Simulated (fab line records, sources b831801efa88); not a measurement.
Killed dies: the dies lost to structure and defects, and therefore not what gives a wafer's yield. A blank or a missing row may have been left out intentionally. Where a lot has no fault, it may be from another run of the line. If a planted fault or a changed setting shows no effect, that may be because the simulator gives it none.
The same fault as seen by 2 desks | flow sky130 | numbers are kept per desk, each desk with only its own; the story behind them comes last

## METROLOGY DESK
What the gauges read for every lot (on any tool): the sampled wafers with a number, averaged. A lot is out of limits, marked OUT, if its mean lies more than 4 standard deviations from the usual mean; the brackets give that distance.
Columns: A = VT_ADJUST_HVTR_OVL at SKY_VT_ADJUST_HVTR_OVL_MEAS_08, usual 0.3 nm; B = SONOS_TUNNEL_TW at SKY_SONOS_TUNNEL_TW_MEAS_12, usual 197.2; C = SONOS_ONO_OXIDATION_THK at SKY_SONOS_ONO_THK_MEAS_01, usual 2.60 nm
lot  | first seen here | A    | B               | C
L414 | day 10 04:12    | -1.4 | 198.7           | 2.71
L416 | day 10 19:52    | 1.2  | 198.7           | 2.50
L418 | day 11 18:11    | 1.3  | 197.7           | 2.52
L420 | day 12 09:20    | -0.8 | 197.7           | 2.67
L421 | day 12 11:48    | -0.2 | 195.6           | 2.60
L422 | day 12 17:35    | 0.4  | 198.4           | 2.45
L426 | day 14 10:14    | -0.1 | 198.7           | 2.63
L427 | day 14 13:35    | 0.1  | 156.3 (-26) OUT | 2.63
L431 | day 15 19:25    | 1.4  | 156.5 (-25) OUT | 2.70
L434 | day 16 12:08    | 0.4  | 198.5           | 2.57
L435 | day 16 23:07    | 1.1  | 194.8           | 2.54
L436 | day 17 04:21    | 0.6  | 194.6           | 2.64
Per this desk, out of limits: L427, L431; the first was L427, day 17 00:32 (SONOS_TUNNEL_TW at SKY_SONOS_TUNNEL_TW_MEAS_12). L414, L416, L418, L420, L421, L422, L426, L434, L435, L436 stayed within limits.

## THE TOOL OWNER'S DESK: implanter-02
For each lot that ran on this tool, the mean over its sampled wafers that have a number, from the tool's own readings at SKY_SONOS_TUNNEL_IMPLANT_09. A lot is out of limits, marked OUT, if its mean lies more than 4 standard deviations from the usual mean; the brackets give that distance.
Columns: A = dose ions cm2 at SKY_SONOS_TUNNEL_IMPLANT_09, usual 9.999e+11; B = faraday current uA at SKY_SONOS_TUNNEL_IMPLANT_09, usual 5.65
lot  | first seen here | A                           | B
L416 | day 12 21:35    | 1.000e+12                   | 5.59
L418 | day 13 21:26    | 1.000e+12                   | 5.63
L420 | day 14 14:17    | 1.000e+12                   | 5.60
L426 | day 16 21:01    | 9.994e+11                   | 5.73
L427 | day 17 00:10    | 4.189e+11 (-99 or more) OUT | 2.32 (-30) OUT
L431 | day 18 09:01    | 4.187e+11 (-99 or more) OUT | 2.34 (-30) OUT
This desk's finding: out of limits on L427, L431; first on L427, day 17 00:10 (dose ions cm2 at SKY_SONOS_TUNNEL_IMPLANT_09). L416, L418, L420, L426 stayed within limits.

## BROUGHT TOGETHER
The tool owner's desk had the chance to raise an alarm at day 17 00:10 on L427, L431.
On L427, L431, the metrology desk was in a position to raise an alarm at day 17 00:32.
The lots listed all ran SKY_SONOS_TUNNEL_IMPLANT_09 on implanter-02.

## WHAT THE SIMULATOR HAD PUT IN
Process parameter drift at SKY_SONOS_TUNNEL_IMPLANT_09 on implanter-02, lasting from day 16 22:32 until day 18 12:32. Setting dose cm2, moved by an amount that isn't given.
Struck lots among those shown: L427, L431.
Time in hours from fault onset to the first out-of-limits reading at each desk: tool owner's desk 2, metrology desk 2.
